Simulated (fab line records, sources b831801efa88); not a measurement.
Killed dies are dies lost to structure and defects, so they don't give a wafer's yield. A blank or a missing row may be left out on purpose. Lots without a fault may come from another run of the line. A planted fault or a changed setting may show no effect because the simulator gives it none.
Which tool did it? | flow gf180mcu | 24 lots, 72 wafers sampled, at 3 steps of a route of 602

WHAT THE GAUGES READ, wafer by wafer
GF_PSD_RS_MEAS_14: measures by four-point-probe. Usual: NSD_RS 46.09 ohm/sq, standard deviation 0.084.
lot  | measured     | on            | NSD_RS (ohm/sq)   | flag
L074 | day 14 04:13 | film_metro-01 | 46.00 46.14 46.02 |
L075 | day 14 14:35 | film_metro-04 | 46.13 46.16 46.14 |
L076 | day 14 20:53 | film_metro-03 | 45.93 46.01 45.92 |
L077 | day 15 06:43 | film_metro-04 | 46.16 46.18 46.10 |
L078 | day 15 13:35 | film_metro-03 | 46.16 46.10 46.12 |
L079 | day 15 23:19 | film_metro-04 | 46.02 46.06 46.17 |
L080 | day 16 07:53 | film_metro-03 | 45.97 45.96 46.07 |
L081 | day 16 18:13 | film_metro-01 | 46.08 46.09 45.99 |
L082 | day 17 02:55 | film_metro-03 | 46.17 46.14 46.01 |
L083 | day 17 05:01 | film_metro-03 | 46.11 46.07 46.05 |
L084 | day 17 20:34 | film_metro-03 | 46.01 46.06 45.96 |
L085 | day 18 01:49 | film_metro-04 | 46.11 46.17 46.13 |
L086 | day 18 10:53 | film_metro-01 | 46.13 46.11 46.02 |
L087 | day 18 20:37 | film_metro-04 | 46.02 46.01 46.01 |
L088 | day 19 05:04 | film_metro-01 | 46.20 46.12 46.26 |
L089 | day 19 16:04 | film_metro-04 | 46.00 46.08 46.02 |
L090 | day 19 20:25 | film_metro-03 | 46.05 45.99 46.03 |
L091 | day 20 05:58 | film_metro-03 | 46.15 46.18 46.07 |
L092 | day 20 14:53 | film_metro-01 | 46.24 46.06 46.11 |
L093 | day 20 20:46 | film_metro-01 | 46.24 46.05 46.19 |
L094 | day 21 05:33 | film_metro-04 | 46.05 46.24 46.17 |
L095 | day 21 11:52 | film_metro-04 | 46.22 46.18 46.16 |
L096 | day 22 01:15 | film_metro-03 | 46.15 46.02 46.04 |
L097 | day 22 10:02 | film_metro-03 | 45.98 46.07 45.94 |

GF_V1_THK_MEAS_25: measures by xrf. Usual: V1_W_THK 352 nm, standard deviation 4.5.
lot  | measured     | on            | V1_W_THK (nm) | flag
L074 | day 18 02:13 | film_metro-02 | 355 350 350   |
L075 | day 18 14:13 | film_metro-03 | 346 346 353   |
L076 | day 18 20:56 | film_metro-02 | 349 356 356   |
L077 | day 19 08:05 | film_metro-03 | 352 351 346   |
L078 | day 19 15:52 | film_metro-02 | 348 351 349   |
L079 | day 20 02:43 | film_metro-02 | 351 359 354   |
L080 | day 20 12:38 | film_metro-03 | 357 354 353   |
L081 | day 20 22:12 | film_metro-01 | 351 345 350   |
L082 | day 21 09:44 | film_metro-02 | 358 350 358   |
L083 | day 21 10:43 | film_metro-01 | 354 349 350   |
L084 | day 22 02:13 | film_metro-03 | 346 345 355   |
L085 | day 22 08:58 | film_metro-03 | 351 351 349   |
L086 | day 22 17:35 | film_metro-01 | 356 351 350   |
L087 | day 23 02:37 | film_metro-03 | 347 345 342   |
L088 | day 23 10:38 | film_metro-01 | 357 357 362   |
L089 | day 23 19:18 | film_metro-03 | 350 350 354   |
L090 | day 24 00:37 | film_metro-02 | 342 344 344   |
L091 | day 24 10:08 | film_metro-02 | 352 354 352   |
L092 | day 24 15:37 | film_metro-03 | 347 347 344   |
L093 | day 24 20:37 | film_metro-01 | 358 359 354   |
L094 | day 25 02:34 | film_metro-01 | 351 359 354   |
L095 | day 25 11:07 | film_metro-01 | 358 360 361   |
L096 | day 25 21:23 | film_metro-01 | 357 359 355   |
L097 | day 26 07:46 | film_metro-02 | 348 348 350   |

WHICH TOOL RAN EACH LOT (tool, then ch and the chambers of the sampled wafers, then the start)
lot  | GF_SAB_STRIP_13
L074 | plasma_asher-03 ch 0,1, day 15 01:55
L075 | plasma_asher-03 ch 0, day 15 12:40
L076 | plasma_asher-02 ch 0,1, day 15 18:17
L077 | plasma_asher-02 ch 0,1, day 16 05:17
L078 | plasma_asher-02 ch 0,1, day 16 12:16
L079 | plasma_asher-03 ch 0,1, day 16 22:20
L080 | plasma_asher-02 ch 0, day 17 06:10
L081 | plasma_asher-01 ch 0,1, day 17 16:45
L082 | plasma_asher-02 ch 0,1, day 18 03:01
L083 | plasma_asher-01 ch 0,1, day 18 04:34
L084 | plasma_asher-02 ch 0,1, day 18 21:01
L085 | plasma_asher-03 ch 0,1, day 19 01:40
L086 | plasma_asher-02 ch 0,1, day 19 11:08
L087 | plasma_asher-02 ch 0,1, day 19 21:20
L088 | plasma_asher-03 ch 0, day 20 06:20
L089 | plasma_asher-01 ch 0,1, day 20 16:31
L090 | plasma_asher-01 ch 0,1, day 20 21:40
L091 | plasma_asher-02 ch 0,1, day 21 07:07
L092 | plasma_asher-01 ch 0,1, day 21 15:13
L093 | plasma_asher-03 ch 0,1, day 21 20:31
L094 | plasma_asher-02 ch 0,1, day 22 05:29
L095 | plasma_asher-01 ch 0,1, day 22 11:43
L096 | plasma_asher-03 ch 0,1, day 23 01:13
L097 | plasma_asher-01 ch 0,1, day 23 09:50
- GF_SAB_STRIP_13: strips in O2/N2.

WHAT THE TOOLS THEMSELVES READ (means of the sampled wafers that have a number; where no wafer has one, the mark that the record gives instead)
GF_SAB_STRIP_13. Usual: chamber_pressure_mTorr 1500.2 mTorr, standard deviation 1.5; drypump_motor_current_A 6.0 A, standard deviation 0.31; heater_power_w 314 W, standard deviation 21; oes_product_au 0.710 a.u., standard deviation 0.0046; strip_time_to_endpoint_s 12.62 s, standard deviation 0.042.
lot  | tool            | chamber_pressure_mTorr (mTorr) | drypump_motor_current_A (A) | heater_power_w (W) | oes_product_au (a.u.) | strip_time_to_endpoint_s (s) | flag
L074 | plasma_asher-03 | 1502.5                         | 6.1                         | 329                | 0.714                 | 12.63                        |
L075 | plasma_asher-03 | 1500.5                         | 6.3                         | 297                | 0.707                 | 12.69                        |
L076 | plasma_asher-02 | 1499.1                         | 5.6                         | 302                | 0.712                 | 12.66                        |
L077 | plasma_asher-02 | 1501.6                         | 5.6                         | 309                | 0.706                 | 12.62                        |
L078 | plasma_asher-02 | 1500.3                         | 5.6                         | 309                | 0.711                 | 12.63                        |
L079 | plasma_asher-03 | 1499.4                         | 6.2                         | 329                | 0.710                 | 12.62                        |
L080 | plasma_asher-02 | 1499.7                         | 5.6                         | 308                | 0.705                 | 12.69                        |
L081 | plasma_asher-01 | 1501.5                         | 6.3                         | 311                | 0.709                 | 12.66                        |
L082 | plasma_asher-02 | 1499.7                         | 5.6                         | 303                | 0.709                 | 12.63                        |
L083 | plasma_asher-01 | 1501.0                         | 6.2                         | 328                | 0.707                 | 12.62                        |
L084 | plasma_asher-02 | 1501.6                         | 5.6                         | 302                | 0.710                 | 12.57                        |
L085 | plasma_asher-03 | 1498.6                         | 6.2                         | 315                | 0.711                 | 12.60                        |
L086 | plasma_asher-02 | 1500.9                         | 5.6                         | 306                | 0.711                 | 12.65                        |
L087 | plasma_asher-02 | 1500.1                         | 5.6                         | 305                | 0.709                 | 12.59                        |
L088 | plasma_asher-03 | 1500.0                         | 6.3                         | 298                | 0.710                 | 12.60                        |
L089 | plasma_asher-01 | 1500.9                         | 6.2                         | 326                | 0.709                 | 12.54                        |
L090 | plasma_asher-01 | 1500.2                         | 6.3                         | 312                | 0.714                 | 12.60                        |
L091 | plasma_asher-02 | 1499.8                         | 5.6                         | 305                | 0.714                 | 12.59                        |
L092 | plasma_asher-01 | 1498.8                         | 6.3                         | 309                | 0.711                 | 12.62                        |
L093 | plasma_asher-03 | 1502.2                         | 6.2                         | 331                | 0.706                 | 12.67                        |
L094 | plasma_asher-02 | 1500.0                         | 5.6                         | 306                | 0.707                 | 12.68                        |
L095 | plasma_asher-01 | 1500.8                         | 6.3                         | 315                | 0.711                 | 12.62                        |
L096 | plasma_asher-03 | 1501.6                         | 6.2                         | 315                | 0.713                 | 12.58                        |
L097 | plasma_asher-01 | 1498.1                         | 6.1                         | 330                | 0.711                 | 12.65                        |

THE ANSWER, worked out from the rows above alone
Rule: a lot is off if the mean of its wafers that have a number lies more than 3 standard deviations from the usual mean. A lot without any number at a reading at which 4 lots or more have one is off too. The other lots that the step has rows for count as sound. The gauges are gone through in route order, then the tools' own readings, and for those a lot's mean is taken as printed above. The first step at which some lot is off is used, and at that step the reading that is off furthest; a lot without a number counts as furthest.
No lot is off at any reading shown: from this, nothing can be told.

WHAT THE SIMULATOR HAD PUT IN
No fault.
